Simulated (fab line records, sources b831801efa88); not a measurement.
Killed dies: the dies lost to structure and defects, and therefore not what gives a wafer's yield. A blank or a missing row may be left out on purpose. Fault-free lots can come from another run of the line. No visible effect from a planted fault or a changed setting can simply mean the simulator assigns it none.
Problem report in the 8D (eight disciplines) form, filled by code / flow gf180mcu / the parts of the form that need people (team, actions taken, sign-off) are left out

## 1. WHAT WENT WRONG
Mean MVPSD_RS at GF_VT_IMPLANT_RS_MEAS_49: 1230.4 ohm/sq over 6 wafers in 2 lots; fault-free wafers: 1179.1 ohm/sq, standard deviation 2.7. Measured from the usual mean, that is +19 standard deviations.
The step: measures by four-point-probe.
First observed at day 12 04:53: wafer L590.1, on film_metro-04. At this step, 39 wafers from 13 lots have a number in the record. By rule, "out" or "out of limits" means more than 4 standard deviations away from the usual mean. The rest of the wafers with a number are treated as sound.

## 2. WHAT IT IS; WHAT IT IS NOT
question=which readings at this step | is=MVPSD_RS | is not=-
question=which lots | is=L590, L591 | is not=L574, L575, L576, L578, L579, L580, L581, L582, L583, L584, L597
question=which wafers of those lots | is=all that have a number | is not=-
question=read on which gauges | is=film_metro-01, film_metro-04 | is not=film_metro-02
question=when | is=from day 12 04:53 | is not=up to then (30 sound wafers); but 3 sound wafers of L597 came after

## 3. THE SUSPECTS, EACH WITH WHAT RULES IT OUT
Counting: a tool at any process step up to the reading remains a suspect when it ran all the lots that are out and ran no sound lot after the first of those.
- ruled out: the gauge at GF_VT_IMPLANT_RS_MEAS_49. The wafers that are out were read on 2 gauges (film_metro-01, film_metro-04).
- implanter-03 at GF_MVPSD_IMPLANT_09: kept. All lots that are out passed through it, beginning with L590 at day 9 02:53, and no sound lot followed; its final sound lot before that point was L583 at day 7 06:52.
Left after counting: implanter-03 at GF_MVPSD_IMPLANT_09.

## 4. THE CAUSE (what the simulator had put in)
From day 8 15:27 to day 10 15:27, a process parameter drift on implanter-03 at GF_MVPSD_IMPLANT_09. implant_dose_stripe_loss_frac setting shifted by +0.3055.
The count eliminated every tool but this one.

## 5. THE CHAIN OF EFFECTS, in route order
Rows list readings where the struck wafers' mean (over those with a number) sits beyond 3 standard deviations from the usual. Readings are gone through only where the record gives a usual standard deviation; hours: the median, over the lots, of the time from a lot's start at the first step in this table giving one to that lot's start at this step; sigmas: the change measured in usual standard deviations.
hours=0; step=GF_VT_IMPLANT_RS_MEAS_49; reading=MVPSD_RS; usual=1179.1 ohm/sq; on struck wafers=1230.4; change=+51.3; sigmas=+19
Later measuring or inspecting steps at which every struck wafer that the step has a row for has a number for every such reading, and none has moved that far: GF_POLY_GATE_CD_MEAS_10.

## 6. WHAT WOULD HAVE CAUGHT IT SOONER
Counted from the fault's start at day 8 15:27, it took 85 hours until the first out-of-limits reading at a measuring or inspecting step in this record, taken at day 12 04:53.
Each of the lots that are out, 2 in all, had begun GF_MVPSD_IMPLANT_09 on implanter-03 no later than day 12 04:53. Holding the tool at that point would not have protected any of them.
